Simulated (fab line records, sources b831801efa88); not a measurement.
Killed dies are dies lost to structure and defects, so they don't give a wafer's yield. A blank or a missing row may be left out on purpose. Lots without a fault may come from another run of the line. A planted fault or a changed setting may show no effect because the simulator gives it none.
Problem report in the 8D (eight disciplines) form, filled by code | flow gf180mcu | the parts of the form that need people (team, actions taken, sign-off) are left out

1. THE PROBLEM
PSD_TW at GF_PSD_TW_MEAS_11 reads a mean of 3012 on 3 wafers of 3 lots; wafers without a fault read 3187 with a standard deviation of 16. That is -11 standard deviations from the usual mean.
First seen on wafer L889.4, day 19 03:38, on film_metro-01. The record holds 33 wafers of 12 lots with a number at this step. Rule for "out", or "out of limits": more than 4 standard deviations from the usual mean. The other wafers with a number count as sound.

2. WHAT IT IS AND WHAT IT IS NOT
question                    | is                                          | is not
which readings at this step | PSD_TW                                      | -
which lots                  | L889, L890, L891                            | L875, L878, L879, L881, L882, L886, L896, L897, L898
which wafers of those lots  | L889.4, L890.1, L891.1                      | L889.6, L890.2, L891.2
read on which gauges        | film_metro-01, film_metro-03, film_metro-04 | -
when                        | from day 19 03:38                           | up to then (19 sound wafers); but 11 sound wafers of L890, L891, L896, L897, L898 came after

3. SUSPECTS, AND WHAT RULES EACH OUT
Counting: a tool at a process step up to the reading stays a suspect if it ran every lot that is out. Sound lots after the first of them don't rule it out here, since some wafers of a struck lot are sound.
- the gauge at GF_PSD_TW_MEAS_11: ruled out. The wafers that are out were read on 3 gauges (film_metro-01, film_metro-03, film_metro-04).
- implanter-01 at GF_PSD_IMPLANT_09: kept. It ran every lot that is out, first L889 (day 19 03:25); its last sound lot up to then is L886 (day 18 01:58). Its own readings are out on those wafers: beam_on_s, faraday_current_uA.
Left after counting: implanter-01 at GF_PSD_IMPLANT_09.

4. THE CAUSE (what the simulator had put in)
Process parameter drift: implanter-01, from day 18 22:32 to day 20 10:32, at GF_PSD_IMPLANT_09. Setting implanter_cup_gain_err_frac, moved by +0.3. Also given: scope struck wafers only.
Counting left only this tool.

5. THE CHAIN OF EFFECTS, in route order
Each row: a reading whose mean over the struck wafers that have a number lies more than 3 standard deviations from the usual. Only readings for which the record gives a usual standard deviation are gone through. hours: the time from each lot's start at the first step in this table that gives one to its start at this step, as a median over the lots. sigmas: the change in usual standard deviations.
hours | step              | reading                  | usual         | on struck wafers | change | sigmas
0     | GF_PSD_IMPLANT_09 | beam_on_s                | 10.02 s       | 7.67             | -2.35  | -12
0     | GF_PSD_IMPLANT_09 | faraday_current_uA       | 8237          | 10728            | +2491  | +16
0     | GF_PSD_STRIP_10   | oes_product_au           | 0.592 a.u.    | 0.612            | +0.020 | +4.7
0     | GF_PSD_STRIP_10   | strip_time_to_endpoint_s | 16.53 s       | 15.71            | -0.82  | -24
0     | GF_PSD_TW_MEAS_11 | PSD_TW                   | 3187          | 3012             | -175   | -11
1     | GF_PSD_RS_MEAS_15 | PSD_RS                   | 108.57 ohm/sq | 123.01           | +14.44 | +56
The process steps in it:
- GF_PSD_IMPLANT_09
- GF_PSD_STRIP_10: strips in O2/N2.
Later measuring or inspecting steps at which every struck wafer that the step has a row for has a number for every such reading, and none has moved that far: GF_SAB_OVL_MEAS_10.

6. WHAT WOULD HAVE CAUGHT IT SOONER
In this record the first reading out of limits at a measuring or inspecting step was taken at day 19 03:38, 5 hours after the fault began at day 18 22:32.
The tool's own readings at GF_PSD_IMPLANT_09 were out on every struck wafer that the step has a row for (beam_on_s, faraday_current_uA): an alarm limit on them would have fired on the first of those.
Of the lots that are out (3), L890, L891 began GF_PSD_IMPLANT_09 on implanter-01 after day 19 03:38. A hold on the tool at that time would have spared those 2.
